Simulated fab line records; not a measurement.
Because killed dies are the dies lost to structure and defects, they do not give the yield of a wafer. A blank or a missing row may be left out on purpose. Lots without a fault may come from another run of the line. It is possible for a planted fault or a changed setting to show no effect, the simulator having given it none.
fab line records    flow gf180mcu    part 2 of 2: steps 26 to 35 of 35
record lots=5  wafers=15  last_day=34
route steps=602 shown MIM@523 M5@526 V5@540
lots that met no fault: from a run of the same line without faults
start_h: hours from the record's first day to the start of the lot's first wafer shown    wait_h: hours since the lot's step before    " same as the row above    L1.1+2: a single row standing in for several wafers    - no value, or no start was given    * or withheld: withheld    < > ~ a bound
route shown NAME@n: names a module that has steps shown in the file, with the first one's number in the route    usual: mean and standard deviation over wafers with no fault    same: alike in all rows    chamber/n: place in a boat    sites: readings site by site    _std_site: the standard deviation of these    _edge_site: mean of outer sites minus mean of inner sites    radius_mm: how far each site lies from the wafer's centre    mask NAME#n: copy n    behind: the most recent tool/chamber to have shaped the wafer    hold: why the lot was held/for how many hours/how that ended    device: names the non-switching transistor (n, p or np)    end of line: at the end of the route, the tests of the same wafers    a step with no rows: only its recipe    killed: the dies lost at the first sort to structure and to defects; this is not the yield of the wafer    map: dies across one wafer; x = killed, . = not, _ = none there
set.NAME: the setting that was run; set.NAME@STEP: the one run at that earlier step    model.NAME: the simulator's own value behind a step, which no gauge read
a table for each step, a row for each wafer; lots at some steps of the route
services: when a tool's chamber went out of use (start_h, in hours from the record's first day, below 0 if earlier), for how many hours, and the reason
## steps
# step GF_V5_COAT_08
# recipe resist=BARC  temp_c=withheld  time_s=withheld  spin_rpm=withheld  resist_thk_nm=withheld
# usual exhaust_pa=45.2/0.96
lot.wafer  tool            chamber  start_h  wait_h  exhaust_pa
L077.2     litho_track-01  0        637.82   0.1     46.0
L077.3     "               0        "        "       45.5
L077.4     "               0        "        "       45.7
L089.1     litho_track-02  0        737.28   0.1     44.4
L089.2     "               0        "        "       45.5
L089.3     "               0        "        "       42.4
L092.2     litho_track-01  0        752.02   0.1     44.9
L092.4     "               0        "        "       43.5
L092.6     "               0        "        "       45.2
L094.1     litho_track-01  0        762.25   0.1     46.3
L094.3     "               0        "        "       46.1
L094.6     "               0        "        "       45.7
L096.1     litho_track-03  0        770.79   0.1     45.1
L096.2     "               0        "        "       45.7
L096.6     "               0        "        "       44.7
# step GF_V5_COAT_09
# recipe resist=KrF  spin_rpm=withheld  resist_thk_nm=1000
# usual exhaust_pa=45.2/0.77
lot.wafer  tool            chamber  start_h  wait_h  exhaust_pa
L077.2     litho_track-01  0        -        -       46.6
L077.3     "               0        "        "       46.7
L077.4     "               0        "        "       44.6
L089.1     litho_track-02  0        -        -       45.2
L089.2     "               0        "        "       46.4
L089.3     "               0        "        "       46.1
L092.2     litho_track-01  0        -        -       46.1
L092.4     "               0        "        "       45.7
L092.6     "               0        "        "       45.3
L094.1     litho_track-01  0        -        -       45.0
L094.3     "               0        "        "       45.3
L094.6     "               0        "        "       47.0
L096.1     litho_track-03  0        -        -       45.1
L096.2     "               0        "        "       45.3
L096.6     "               0        "        "       44.7
# step GF_V5_SOFTBAKE_10
# recipe temp_c=130  time_s=60  resist=KrF
# usual exhaust_pa=44.9/0.87
lot.wafer  tool            chamber  start_h  wait_h  exhaust_pa
L077.2     litho_track-01  0        -        -       44.0
L077.3     "               0        "        "       45.5
L077.4     "               0        "        "       44.8
L089.1     litho_track-02  0        -        -       43.7
L089.2     "               0        "        "       43.8
L089.3     "               0        "        "       45.5
L092.2     litho_track-01  0        -        -       44.7
L092.4     "               0        "        "       45.7
L092.6     "               0        "        "       46.2
L094.1     litho_track-01  0        -        -       44.7
L094.3     "               0        "        "       45.8
L094.6     "               0        "        "       44.3
L096.1     litho_track-03  0        -        -       45.9
L096.2     "               0        "        "       43.8
L096.6     "               0        "        "       44.0
# step GF_V5_EXPOSE_11
# recipe mask_id=Via5  target_cd_nm=260  na=0.68  source_shape=conventional  sigma_outer=0.6  dose_mj=38
lot.wafer   tool            chamber  start_h  wait_h  mask
L077.2+3+4  krf_scanner-02  0        -        -       Via5#0
L089.1+2+3  krf_scanner-02  0        -        -       Via5#0
L092.2+4+6  krf_scanner-01  0        -        -       Via5#0
L094.1+3+6  krf_scanner-01  0        -        -       Via5#0
L096.1+2+6  krf_scanner-02  0        -        -       Via5#0
# step GF_V5_PEB_12
# recipe peb_temp_c=135  peb_time_s=90  resist=KrF
# usual exhaust_pa=44.9/0.85
lot.wafer  tool            chamber  start_h  wait_h  exhaust_pa
L077.2     litho_track-03  0        -        -       43.8
L077.3     "               0        "        "       44.5
L077.4     "               0        "        "       45.1
L089.1     litho_track-03  0        -        -       44.6
L089.2     "               0        "        "       42.8
L089.3     "               0        "        "       44.5
L092.2     litho_track-01  0        -        -       44.1
L092.4     "               0        "        "       44.0
L092.6     "               0        "        "       44.4
L094.1     litho_track-03  0        -        -       45.4
L094.3     "               0        "        "       44.9
L094.6     "               0        "        "       46.7
L096.1     litho_track-03  0        -        -       44.9
L096.2     "               0        "        "       46.6
L096.6     "               0        "        "       45.0
# step GF_V5_DEVELOP_13
# recipe develop_time_s=60  resist=KrF  dev_temp_c=21
# usual exhaust_pa=45.0/0.83
lot.wafer  tool            chamber  start_h  wait_h  exhaust_pa
L077.2     litho_track-03  0        647.57   0.2     45.5
L077.3     "               0        "        "       45.3
L077.4     "               0        "        "       44.4
L089.1     litho_track-03  0        746.04   0.2     44.1
L089.2     "               0        "        "       45.3
L089.3     "               0        "        "       45.4
L092.2     litho_track-01  0        760.17   0.2     44.2
L092.4     "               0        "        "       44.7
L092.6     "               0        "        "       45.0
L094.1     litho_track-03  0        770.04   0.2     44.4
L094.3     "               0        "        "       46.0
L094.6     "               0        "        "       45.0
L096.1     litho_track-03  0        779.04   0.2     45.2
L096.2     "               0        "        "       46.2
L096.6     "               0        "        "       45.3
# step GF_V5_CD_MEAS_14
# recipe target_cd_nm=260
# usual cd_nm=259.6/1.5
lot.wafer  tool       chamber  start_h  wait_h  cd_nm
L077.2     cd_sem-01  -        647.74   0.1     261.1
L077.3     "          -        "        "       261.4
L077.4     "          -        "        "       262.0
L089.1     cd_sem-01  -        746.19   0.1     259.0
L089.2     "          -        "        "       257.3
L089.3     "          -        "        "       258.8
L092.2     cd_sem-02  -        760.32   0.1     258.0
L092.4     "          -        "        "       256.7
L092.6     "          -        "        "       259.1
L094.1     cd_sem-01  -        770.19   0.1     261.0
L094.3     "          -        "        "       259.1
L094.6     "          -        "        "       260.2
L096.1     cd_sem-02  -        779.19   0.1     258.5
L096.2     "          -        "        "       259.3
L096.6     "          -        "        "       260.1
# step GF_V5_OVL_MEAS_15
# usual V5_OVL=0/5.8
lot.wafer  tool        chamber  start_h  wait_h  V5_OVL[nm]
L077.2     overlay-01  -        647.85   0.1     -4
L077.3     "           -        "        "       5
L077.4     "           -        "        "       -1
L089.1     overlay-01  -        746.31   0.1     9
L089.2     "           -        "        "       7
L089.3     "           -        "        "       4
L092.2     overlay-02  -        760.42   0.1     -11
L092.4     "           -        "        "       2
L092.6     "           -        "        "       -10
L094.1     overlay-02  -        770.31   0.1     -3
L094.3     "           -        "        "       4
L094.6     "           -        "        "       1
L096.1     overlay-01  -        779.31   0.1     -2
L096.2     "           -        "        "       4
L096.6     "           -        "        "       7
# step GF_V5_ETCH_16
# recipe chemistry=N2/H2  target_depth_a=withheld  overetch_a=withheld  time_s=withheld  target=BARC  ion_energy_ev=200  source_w=500  bias_w=100  pressure_mtorr=30  n2_flow_sccm=100  h2_flow_sccm=200
# usual chamber_pressure_mTorr=30.001/0.028  drypump_motor_current_A=5.6/0.41  oes_product_au=0.855/0.0048  throttle_valve_pct=13.225/0.0098
lot.wafer  tool         chamber  start_h  wait_h  chamber_pressure_mTorr  drypump_motor_current_A  oes_product_au  throttle_valve_pct
L077.2     rie_diel-03  3        647.88   0.0     29.979                  5.9                      0.858           13.238
L077.3     "            0        "        "       29.981                  5.6                      0.855           13.224
L077.4     "            1        "        "       30.000                  5.8                      0.861           13.216
L089.1     rie_diel-03  1        746.35   0.0     29.989                  5.8                      0.861           13.212
L089.2     "            0        "        "       30.007                  5.5                      0.852           13.211
L089.3     "            2        "        "       30.029                  5.7                      0.846           13.205
L092.2     rie_diel-01  2        760.45   0.0     30.037                  6.5                      0.858           13.250
L092.4     "            1        "        "       29.983                  5.0                      0.858           13.213
L092.6     "            3        "        "       30.081                  6.3                      0.861           13.222
L094.1     rie_diel-02  1        770.35   0.0     30.009                  5.3                      0.851           13.241
L094.3     "            0        "        "       30.038                  5.4                      0.854           13.213
L094.6     "            0        "        "       30.010                  5.5                      0.866           13.243
L096.1     rie_diel-01  2        779.35   0.0     29.966                  6.5                      0.860           13.235
L096.2     "            0        "        "       30.013                  5.5                      0.854           13.210
L096.6     "            0        "        "       30.017                  5.6                      0.858           13.216
# step GF_V5_ETCH_17
# recipe chemistry=C4F8/O2/Ar  mask_material=KrF  target=SiO2  stop_on=TiN  source_w=1500  bias_w=1200  pressure_mtorr=40  c4f8_flow_sccm=withheld  O2_flow_sccm=6  Ar_flow_sccm=300  time_s=withheld  target_depth_a=8550
# usual chamber_pressure_mTorr=40.00/0.035  oes_product_au=0.860/0.005
lot.wafer  tool         chamber  start_h  wait_h  chamber_pressure_mTorr  oes_product_au
L077.2     rie_diel-03  3        -        -       40.07                   0.865
L077.3     "            0        "        "       39.99                   0.860
L077.4     "            1        "        "       39.98                   0.856
L089.1     rie_diel-03  1        -        -       40.04                   0.861
L089.2     "            0        "        "       40.04                   0.863
L089.3     "            2        "        "       40.01                   0.860
L092.2     rie_diel-01  2        -        -       39.98                   0.865
L092.4     "            1        "        "       39.97                   0.866
L092.6     "            3        "        "       39.97                   0.857
L094.1     rie_diel-02  1        -        -       40.02                   0.850
L094.3     "            0        "        "       39.98                   0.861
L094.6     "            0        "        "       40.04                   0.857
L096.1     rie_diel-01  2        -        -       40.00                   0.857
L096.2     "            0        "        "       40.03                   0.860
L096.6     "            0        "        "       39.99                   0.855
## services
tool             chamber  start_h  hours  kind
krf_scanner-02   -        583.65   1.3    pm
plasma_asher-03  -        592.35   1.5    repair
krf_scanner-01   -        598.60   1.3    pm
krf_scanner-01   -        608.62   1.0    pm
cmp-02           -        615.09   1.5    repair
hdpcvd-02        1        628.79   15.8   repair
rie_diel-03      3        633.03   6.8    repair
krf_scanner-01   -        635.73   0.8    pm
rie_diel-01      1        640.47   4.2    repair
krf_scanner-01   -        647.10   4.4    pm
rie_diel-01      3        678.98   7.9    repair
krf_scanner-02   -        710.67   1.7    repair
rie_diel-01      0        711.39   9.1    repair
krf_scanner-02   -        713.59   0.8    pm
rie_diel-01      -        724.10   0.9    repair
krf_scanner-01   -        734.40   8.4    repair
krf_scanner-02   -        742.82   11.6   pm
krf_scanner-02   -        748.48   0.5    repair
krf_scanner-01   -        754.44   0.8    pm
krf_scanner-02   -        755.19   1.0    pm
krf_scanner-02   -        759.55   1.3    pm
krf_scanner-02   -        761.87   4.4    pm
krf_scanner-01   -        774.50   1.3    pm
krf_scanner-01   -        777.62   1.0    pm
